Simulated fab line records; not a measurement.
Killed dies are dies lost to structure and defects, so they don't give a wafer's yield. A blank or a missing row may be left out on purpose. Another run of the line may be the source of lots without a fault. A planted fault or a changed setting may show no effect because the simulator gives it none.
A struck lot beside a sound one    flow gf180mcu    17 steps out of a route of 602
Sound: these wafers, L979.4, L979.5, L979.6. Struck: wafers L977.1, L977.3, L977.6. At the end, the cause is stated.
Order at every step that has rows: each side's tool, ch and its chambers, its first start. Under that, the readings that differ: sound wafers    struck wafers    difference of the means    sigmas: that difference in standard deviations of wafers without a fault.
alike: readings with means less than 2 such deviations apart, plus words and numbers identical on both sides. not compared: withheld readings, readings lacking a value on some wafer, bounds such as >300 that could conceal the same value, and numbers that have no deviation in the record and whose values overlap.
The two part at a step that has a row with sigmas, a row that says differs or no value, or rows on one side only. Numbers that don't overlap but have no deviation are shown without sigmas and don't part them. Lack of a reading on every wafer of one side parts them only where that side has two or more wafers.

first, 2 steps without rows for these wafers: GF_NSD_PEB_05; GF_NSD_DEVELOP_06 (develop time 60 s).
GF_NSD_CD_MEAS_07: target cd 400 nm.
  sound on cdSem-02 at day 16 23:29; struck on cdSem-01 at day 16 09:43
  alike: cdNm
GF_NSD_OVL_MEAS_08:
  sound on overlay-01 at day 16 23:33; struck on overlay-02 at day 16 09:50
  alike: NSD_OVL
then, 2 steps without rows for these wafers: GF_NSD_IMPLANT_09; GF_NSD_IMPLANT_10.
GF_NSD_STRIP_11: strips in O2/N2.
  sound on plasmaAsher-01 ch 0,1, day 16 23:55; struck on plasmaAsher-01 ch 0,1, day 16 10:28
  alike: drypumpMotorCurrentA, heaterPowerW, oesProductAu, stripTimeToEndpointS
  not compared: rfHoursCounterH
GF_NSD_TW_MEAS_12:
  sound on filmMetro-04 at day 17 00:00; struck on filmMetro-02 at day 16 10:34
  alike: NSD_TW
then, 4 steps without rows for these wafers: GF_PSD_DEHYDRATE_00 (time 60 s); GF_PSD_HMDS_01 (prime time 60 s); GF_PSD_COAT_02 (resist thk 1000 nm); GF_PSD_SOFTBAKE_03 (time 60 s).
GF_PSD_EXPOSE_04: exposes mask Pplus, target cd 400 nm.
  sound on ilineStepper-01 ch 0, day 17 12:21; struck on ilineStepper-02 ch 0, day 16 21:39
reading            sound                 struck                difference  sigmas
exposureDoseMJCm2  139.78 140.10 140.06  132.02 132.13 132.05  -7.91       -53
  alike: mask, stageVelMmS
then, 2 steps without rows for these wafers: GF_PSD_PEB_05; GF_PSD_DEVELOP_06 (develop time 60 s).
GF_PSD_CD_MEAS_07: target cd 400 nm.
  sound on cdSem-01 at day 17 23:55; struck on cdSem-02 at day 17 09:38
reading    sound              struck             difference  sigmas
cdNm (nm)  400.7 403.0 401.2  387.6 389.5 386.7  -13.7       -6
  not compared: hold
GF_PSD_OVL_MEAS_08:
  sound on overlay-01 at day 18 00:00; struck on overlay-01 at day 17 12:30
reading  sound  struck                                                                   difference                    sigmas
hold     - - -  awaitDispo/2.7h/release awaitDispo/2.7h/release awaitDispo/2.7h/release  no value on the sound wafers  
  alike: PSD_OVL

WHERE THEY PART
First at GF_PSD_EXPOSE_04; last, within this record, at GF_PSD_OVL_MEAS_08.

WHY: what had been put in by the simulator
Process parameters drifting: ilineStepper-02 at GF_PSD_EXPOSE_04, beginning at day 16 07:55. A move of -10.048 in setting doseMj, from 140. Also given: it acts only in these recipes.
